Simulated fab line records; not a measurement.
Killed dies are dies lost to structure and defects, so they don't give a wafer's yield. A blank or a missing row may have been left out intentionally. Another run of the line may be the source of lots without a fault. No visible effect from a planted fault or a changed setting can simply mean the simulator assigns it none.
Which of the tools did it? | flow gf180mcu | 39 wafers from 13 lots sampled at 5 of the route's 602 steps

== WHAT EACH GAUGE READ, for each wafer ==
GF_V2_RS_MEAS_24: the measuring method here is four-point-probe.
lot  | measured     | on            | V2_W_RS (ohm/sq)
L669 | day 20 15:19 | film metro-02 | 0.328 0.317 0.328
L668 | day 20 19:05 | film metro-01 | 0.321 0.317 0.322
L671 | day 21 13:04 | film metro-02 | 0.326 0.327 0.323
L672 | day 21 14:50 | film metro-03 | 0.327 0.328 0.327
L676 | day 23 04:10 | film metro-01 | 0.332 0.336 0.331
L677 | day 23 11:31 | film metro-02 | 0.327 0.325 0.326
L679 | day 24 04:46 | film metro-02 | 0.325 0.330 0.327
L684 | day 25 21:47 | film metro-02 | 0.196 0.195 0.194 0.196 0.195 0.195
L685 | day 26 21:31 | film metro-03 | 0.193 0.195 0.192 0.193 0.195 0.192
L686 | day 27 07:20 | film metro-03 | 0.328 0.329 0.327
L688 | day 28 02:15 | film metro-01 | 0.333 0.329 0.331
L690 | day 28 06:25 | film metro-02 | 0.332 0.333 0.334
L691 | day 28 11:37 | film metro-01 | 0.328 0.330 0.334

GF_M3_RS_MEAS_05: the measuring method here is four-point-probe.
lot  | measured     | on            | M3_ALCU_RS (ohm/sq)
L669 | day 20 16:01 | film metro-02 | 0.0685 0.0686 0.0688
L668 | day 20 19:47 | film metro-01 | 0.0692 0.0686 0.0698
L671 | day 21 13:46 | film metro-01 | 0.0699 0.0682 0.0698
L672 | day 21 15:32 | film metro-01 | 0.0699 0.0699 0.0702
L676 | day 23 04:53 | film metro-01 | 0.0689 0.0687 0.0688
L677 | day 23 12:13 | film metro-04 | 0.0683 0.0692 0.0696
L679 | day 24 05:28 | film metro-04 | 0.0700 0.0704 0.0703
L686 | day 27 08:02 | film metro-01 | 0.0701 0.0695 0.0698
L688 | day 28 02:57 | film metro-02 | 0.0689 0.0691 0.0692
L690 | day 28 07:07 | film metro-04 | 0.0693 0.0701 0.0698
L691 | day 28 12:19 | film metro-01 | 0.0688 0.0681 0.0693

== EACH LOT AND THE TOOL THAT RAN IT (in order: tool; ch and the chambers of the sampled wafers; start) ==
lot  | GF_V2_ETCH_17                                 | GF_V2_SPUTTER_22             | GF_V2_CVD_23
L669 | rie diel-01 ch 1,2,3, day 20 15:05 or earlier | pvd sputter-02, day 20 15:05 | cvd w-01 ch 0,1, day 20 15:10
L668 | rie diel-04 ch 0,1, day 20 18:50 or earlier   | pvd sputter-02, day 20 18:50 | cvd w-01 ch 0, day 20 18:52
L671 | rie diel-03 ch 0,2,3, day 21 12:55 or earlier | pvd sputter-01, day 21 12:55 | cvd w-01 ch 0,1, day 21 12:57
L672 | rie diel-01 ch 1,2, day 21 14:41 or earlier   | pvd sputter-04, day 21 14:41 | cvd w-02 ch 0,1, day 21 14:43
L676 | rie diel-03 ch 2,3, day 23 03:59 or earlier   | pvd sputter-01, day 23 03:59 | cvd w-02 ch 0,1, day 23 04:04
L677 | rie diel-03 ch 0,1,3, day 23 11:20 or earlier | pvd sputter-01, day 23 11:20 | cvd w-01 ch 1, day 23 11:23
L679 | rie diel-04 ch 1,2,3, day 24 04:35 or earlier | pvd sputter-02, day 24 04:35 | cvd w-01 ch 0,1, day 24 04:40
L684 | rie diel-04 ch 1,2, day 25 21:37 or earlier   | pvd sputter-01, day 25 21:37 | cvd w-01 ch 1, day 25 21:40
L685 | rie diel-01 ch 0,1,3, day 26 21:20 or earlier | pvd sputter-02, day 26 21:20 | cvd w-01 ch 0,1, day 26 21:25
L686 | rie diel-03 ch 0,3, day 27 07:10 or earlier   | pvd sputter-02, day 27 07:10 | cvd w-02 ch 0,1, day 27 07:13
L688 | rie diel-03 ch 1,2,3, day 28 02:05 or earlier | pvd sputter-02, day 28 02:05 | cvd w-02 ch 0,1, day 28 02:07
L690 | rie diel-04 ch 0,2, day 28 06:16 or earlier   | pvd sputter-02, day 28 06:16 | cvd w-02 ch 0,1, day 28 06:19
L691 | rie diel-03 ch 0,1,2, day 28 11:28 or earlier | pvd sputter-04, day 28 11:28 | cvd w-02 ch 0,1, day 28 11:31
- GF_V2_ETCH_17: etches SiO2 in C4F8/O2/Ar, stops on TiN, target depth 630 nm.
- GF_V2_SPUTTER_22: material TiN, target thk 10 nm, time 40 s.
- GF_V2_CVD_23: deposits W, target thk 350 nm, time 104.94 s.

== AS READ BY THE TOOLS THEMSELVES (means over the sampled wafers that have a number; for cases with no such wafer, the mark the record gives instead) ==
GF_V2_ETCH_17.
lot  | tool        | oes product au (a.u.)
L669 | rie diel-01 | 0.858
L668 | rie diel-04 | 0.858
L671 | rie diel-03 | 0.852
L672 | rie diel-01 | 0.862
L676 | rie diel-03 | 0.852
L677 | rie diel-03 | 0.857
L679 | rie diel-04 | 0.860
L684 | rie diel-04 | 0.856
L685 | rie diel-01 | 0.859
L686 | rie diel-03 | 0.858
L688 | rie diel-03 | 0.853
L690 | rie diel-04 | 0.851
L691 | rie diel-03 | 0.859

GF_V2_SPUTTER_22.
lot  | tool           | throttle valve pct (%)
L669 | pvd sputter-02 | 29.7
L668 | pvd sputter-02 | 29.6
L671 | pvd sputter-01 | 31.7
L672 | pvd sputter-04 | 29.0
L676 | pvd sputter-01 | 32.8
L677 | pvd sputter-01 | 31.2
L679 | pvd sputter-02 | 29.5
L684 | pvd sputter-01 | 30.7
L685 | pvd sputter-02 | 29.7
L686 | pvd sputter-02 | 29.5
L688 | pvd sputter-02 | 29.9
L690 | pvd sputter-02 | 29.9
L691 | pvd sputter-04 | 29.5

GF_V2_CVD_23.
lot  | tool     | heater power outer w (W) | heater power w (W) | susceptor temp C (C)
L669 | cvd w-01 | 517                      | 872                | 399.78
L668 | cvd w-01 | 480                      | 808                | 400.11
L671 | cvd w-01 | 499                      | 843                | 399.85
L672 | cvd w-02 | 513                      | 853                | 399.98
L676 | cvd w-02 | 528                      | 865                | 399.90
L677 | cvd w-01 | 522                      | 923                | 399.73
L679 | cvd w-01 | 505                      | 885                | 400.01
L684 | cvd w-01 | 682                      | 1154               | 438.54
L685 | cvd w-01 | 643                      | 1078               | 438.57
L686 | cvd w-02 | 517                      | 869                | 399.95
L688 | cvd w-02 | 529                      | 859                | 400.05
L690 | cvd w-02 | 528                      | 873                | 400.09
L691 | cvd w-02 | 512                      | 866                | 400.21

== THE ANSWER, worked out from the rows above alone ==
Rule: usual is defined by the lots themselves. The widest of any qualifying gaps counts: lots, ordered by their means at a reading, are off when they make up no more than a third of the lots, leave a main group of 4 or more, and stand apart from it by 3 or more times the standard deviation of that group's means. A main group is skipped when, at the precision printed for the reading in the tables above, its means are all equal. Also off: a lot with no number at a reading for which 4 or more lots have one. Any other lot the step has rows for is counted as sound. First the gauges in route order, then the tools' own readings, where a lot's mean is used as printed above. The first step at which some lot is off is used, and at that step the reading that is off furthest; a lot without a number counts as furthest.
Off: at GF_V2_RS_MEAS_24 (V2_W_RS), L684, L685. Main group: mean 0.328 ohm/sq, sd 0.0038.
If a tool, at a process step before that reading, ran all the lots that are off and no sound lot after the first of them, it fits. The gauges at GF_V2_RS_MEAS_24 aren't tried: what is off there is off at GF_V2_CVD_23 too, on other tools, and a gauge's error can't cause that. With no start given for some of its lots, GF_V2_ETCH_17 uses the hours and lot order of GF_V2_SPUTTER_22. One fits: cvd w-01 at GF_V2_CVD_23. A fault onset in the window from L679 (day 24 04:40, its last sound lot) to L684 (day 25 21:40, its first lot off) fits.
The tool's own readings at GF_V2_CVD_23 bear it out: on the lots that are off they differ by more than 5 times the standard deviation of the sound lots' means. heater power outer w reads 662 W there against 514 W on the sound lots; heater power w reads 1116 W there against 865 W on the sound lots; susceptor temp C reads 438.56 C there against 399.97 C on the sound lots.

== WHAT THE SIMULATOR HAD INSERTED ==
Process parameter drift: cvd w-01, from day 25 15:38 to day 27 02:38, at GF_V2_CVD_23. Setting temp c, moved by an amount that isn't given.
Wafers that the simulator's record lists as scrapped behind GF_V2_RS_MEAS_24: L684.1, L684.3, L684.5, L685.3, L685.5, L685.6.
Shown lots that were struck: L684, L685. Same finding as the rule above.
